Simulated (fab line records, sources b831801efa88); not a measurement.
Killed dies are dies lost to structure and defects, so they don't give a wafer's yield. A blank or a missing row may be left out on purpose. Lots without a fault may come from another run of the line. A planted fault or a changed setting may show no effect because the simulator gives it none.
Problem report in the 8D (eight disciplines) form, filled by code | flow sky130 | the parts of the form that need people (team, actions taken, sign-off) are left out

1. THE PROBLEM
killed_at_other at SKY_PAD_OPEN_PROBE_99 reads a mean of 42.7 on 6 wafers of 2 lots; wafers without a fault read 0.4 with a standard deviation of 0.71. That is +60 standard deviations from the usual mean.
First seen on wafer L903.1, day 50 20:25, on prober-01. The record holds 36 wafers of 12 lots with a number at this step. Rule for "out", or "out of limits": more than 4 standard deviations from the usual mean. The other wafers with a number count as sound.

2. WHAT IT IS AND WHAT IT IS NOT
question                    | is                     | is not
which readings at this step | killed_at_other        | killed_at_M0_to_M3, killed_at_M4_up, killed_at_contacts, killed_at_front_end, killed_open, sort_bin_6_memory
which lots                  | L903, L904             | L884, L886, L887, L888, L890, L892, L893, L894, L896, L898
which wafers of those lots  | all that have a number | -
read on which tools         | prober-01, prober-02   | -
when                        | from day 50 20:25      | up to then (30 sound wafers)

3. SUSPECTS, AND WHAT RULES EACH OUT
Counting: a tool at a process step up to the reading stays a suspect if it ran every lot that is out and no sound lot after the first of them.
- wet_bench-04 at SKY_CAPM_CLEAN_16 (cleans in IPA, time 180 s): kept. It ran every lot that is out, first L903 (day 43 14:56), and no sound lot after that; its last sound lot up to then is L896 (day 42 01:56).
- cmp-01 at SKY_VIA4_CMP_21 (polishes, stops on SiO2, t overpolish 25 s, target thk 0 nm): kept. It ran every lot that is out, first L903 (day 48 11:14), and no sound lot after that; its last sound lot up to then is L892 (day 46 11:07).
- pvd_sputter-03 at SKY_METAL5_SPUTTER_03 (material Ti, target thk 5 nm, time 3.3 s): kept. It ran every lot that is out, first L903 (day 48 11:38), and no sound lot after that; its last sound lot up to then is L898 (day 47 11:46).
Left after counting: wet_bench-04 at SKY_CAPM_CLEAN_16, cmp-01 at SKY_VIA4_CMP_21, pvd_sputter-03 at SKY_METAL5_SPUTTER_03.

4. THE CAUSE (what the simulator had put in)
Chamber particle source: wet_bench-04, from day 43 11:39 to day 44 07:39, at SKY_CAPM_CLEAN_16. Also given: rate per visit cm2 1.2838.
Counting left 3 suspects, and this tool is among them.

5. THE CHAIN OF EFFECTS, in route order
Each row: a reading whose mean over the struck wafers that have a number lies more than 3 standard deviations from the usual. Only readings for which the record gives a usual standard deviation are gone through. hours: the time from each lot's start at the first step in this table that gives one to its start at this step, as a median over the lots. sigmas: the change in usual standard deviations.
hours | step                  | reading              | usual  | on struck wafers | change | sigmas
0     | SKY_PAD_OPEN_PROBE_99 | defect_limited_yield | 82.6 % | 74.9             | -7.7   | -3.9
0     | SKY_PAD_OPEN_PROBE_99 | killed_at_other      | 0.4    | 42.7             | +42.3  | +60
0     | SKY_PAD_OPEN_PROBE_99 | killed_dies          | 85     | 124              | +39    | +4.0
0     | SKY_PAD_OPEN_PROBE_99 | sort_bin_3_pad_short | 0.9 %  | 3.1              | +2.2   | +4.9
0     | SKY_PAD_OPEN_PROBE_99 | sort_bin_5_function  | 10.3 % | 15.5             | +5.2   | +4.0
0     | SKY_PAD_OPEN_PROBE_99 | sort_n_pass          | 407    | 368              | -39    | -4.0
0     | SKY_PAD_OPEN_PROBE_99 | sort_yield_pct       | 82.6 % | 74.9             | -7.7   | -3.9
The process steps in it:
- SKY_PAD_OPEN_PROBE_99

6. WHAT WOULD HAVE CAUGHT IT SOONER
In this record the first reading out of limits was taken at day 50 20:25, 177 hours after the fault began at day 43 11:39.
All the lots that are out (2) had begun SKY_CAPM_CLEAN_16 on wet_bench-04 by day 50 20:25. A hold on the tool at that time would have spared none of them.
